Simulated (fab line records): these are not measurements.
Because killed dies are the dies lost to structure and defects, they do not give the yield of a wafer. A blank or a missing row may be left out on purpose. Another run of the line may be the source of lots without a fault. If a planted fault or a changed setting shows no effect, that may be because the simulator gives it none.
Which of the tools did it? + flow sky130 + 11 lots with 33 wafers sampled at 2 steps, on a route of 708 steps

== WHAT THE GAUGES SHOWED, per wafer ==
SKY_SONOS_ONO_CD_MEAS_13: target cd 410 nm. Usual: 409.4 nm for cd_nm, sd 2.4.
| lot  | measured     | on        | cd_nm (nm)        | flag |
|------|--------------|-----------|-------------------|------|
| L512 | day 13 06:51 | cd_sem-01 | 411.4 412.9 410.3 |      |
| L511 | day 13 09:03 | cd_sem-02 | 409.6 409.2 408.8 |      |
| L513 | day 13 13:56 | cd_sem-01 | 409.9 411.9 409.9 |      |
| L515 | day 14 00:18 | cd_sem-02 | 411.0 409.6 410.1 |      |
| L517 | day 14 15:39 | cd_sem-01 | 410.6 410.7 409.3 |      |
| L519 | day 15 08:00 | cd_sem-01 | 410.3 410.4 410.3 |      |
| L527 | day 17 23:23 | cd_sem-02 | 412.5 412.4 410.5 |      |
| L529 | day 18 21:05 | cd_sem-01 | 407.8 406.3 408.8 |      |
| L531 | day 19 11:23 | cd_sem-02 | 410.3 409.5 411.7 |      |
| L534 | day 20 05:57 | cd_sem-01 | 408.4 409.1 410.7 |      |
| L533 | day 20 07:27 | cd_sem-02 | 411.7 409.5 411.3 |      |

== EACH LOT AND THE TOOL THAT RAN IT (in order: tool; ch and the chambers of the sampled wafers; start) ==
| lot  | SKY_VT_ADJUST_PCH_STRIP_09           |
|------|--------------------------------------|
| L512 | plasma_asher-02 ch 0,1, day 10 23:34 |
| L511 | plasma_asher-01 ch 0,1, day 11 00:32 |
| L513 | plasma_asher-01 ch 0,1, day 11 08:37 |
| L515 | plasma_asher-01 ch 0,1, day 11 18:32 |
| L517 | plasma_asher-03 ch 0,1, day 12 07:54 |
| L519 | plasma_asher-03 ch 0,1, day 12 21:17 |
| L527 | plasma_asher-02 ch 0,1, day 15 09:07 |
| L529 | plasma_asher-02 ch 0,1, day 16 00:26 |
| L531 | plasma_asher-01 ch 0,1, day 16 19:03 |
| L534 | plasma_asher-03 ch 0, day 17 12:02   |
| L533 | plasma_asher-01 ch 0,1, day 17 12:23 |
- SKY_VT_ADJUST_PCH_STRIP_09: strips in O2/N2.

== WHAT THE TOOLS THEMSELVES READ (means of the sampled wafers that have a number; where no wafer has one, the mark that the record gives instead) ==
SKY_VT_ADJUST_PCH_STRIP_09. Usual: chamber_pressure_mTorr 1500.2 mTorr, standard deviation 1.3; drypump_motor_current_A 5.91 A, standard deviation 0.25; oes_product_au 0.723 a.u., standard deviation 0.0043; strip_time_to_endpoint_s 36.97 s, standard deviation 0.11.
| lot  | tool            | chamber_pressure_mTorr (mTorr) | drypump_motor_current_A (A) | oes_product_au (a.u.) | strip_time_to_endpoint_s (s) | flag |
|------|-----------------|--------------------------------|-----------------------------|-----------------------|------------------------------|------|
| L512 | plasma_asher-02 | 1498.9                         | 5.81                        | 0.724                 | 36.85                        |      |
| L511 | plasma_asher-01 | 1499.5                         | 6.11                        | 0.719                 | 36.98                        |      |
| L513 | plasma_asher-01 | 1500.3                         | 6.01                        | 0.722                 | 36.77                        |      |
| L515 | plasma_asher-01 | 1499.0                         | 6.10                        | 0.721                 | 36.86                        |      |
| L517 | plasma_asher-03 | 1499.3                         | 5.56                        | 0.721                 | 37.08                        |      |
| L519 | plasma_asher-03 | 1500.4                         | 5.55                        | 0.723                 | 37.06                        |      |
| L527 | plasma_asher-02 | 1500.4                         | 5.80                        | 0.725                 | 37.04                        |      |
| L529 | plasma_asher-02 | 1501.4                         | 5.82                        | 0.721                 | 36.93                        |      |
| L531 | plasma_asher-01 | 1500.6                         | 6.12                        | 0.719                 | 36.84                        |      |
| L534 | plasma_asher-03 | 1500.5                         | 6.07                        | 0.722                 | 37.11                        |      |
| L533 | plasma_asher-01 | 1500.8                         | 6.02                        | 0.724                 | 36.88                        |      |

== THE ANSWER, worked out from the rows above alone ==
Rule: lot off if the mean of its wafers having a number is beyond 3 standard deviations from the usual mean. Also off: a lot with no number at a reading for which 4 or more lots have one. All remaining lots with rows at the step are treated as sound. The gauges are gone through in route order, then the tools' own readings, and for those a lot's mean is taken as printed above. The first step at which some lot is off is used, and at that step the reading that is off furthest; a lot without a number counts as furthest.
No lot is off on any of the readings shown, so nothing can be concluded from this.

== WHAT THE SIMULATOR HAD INSERTED ==
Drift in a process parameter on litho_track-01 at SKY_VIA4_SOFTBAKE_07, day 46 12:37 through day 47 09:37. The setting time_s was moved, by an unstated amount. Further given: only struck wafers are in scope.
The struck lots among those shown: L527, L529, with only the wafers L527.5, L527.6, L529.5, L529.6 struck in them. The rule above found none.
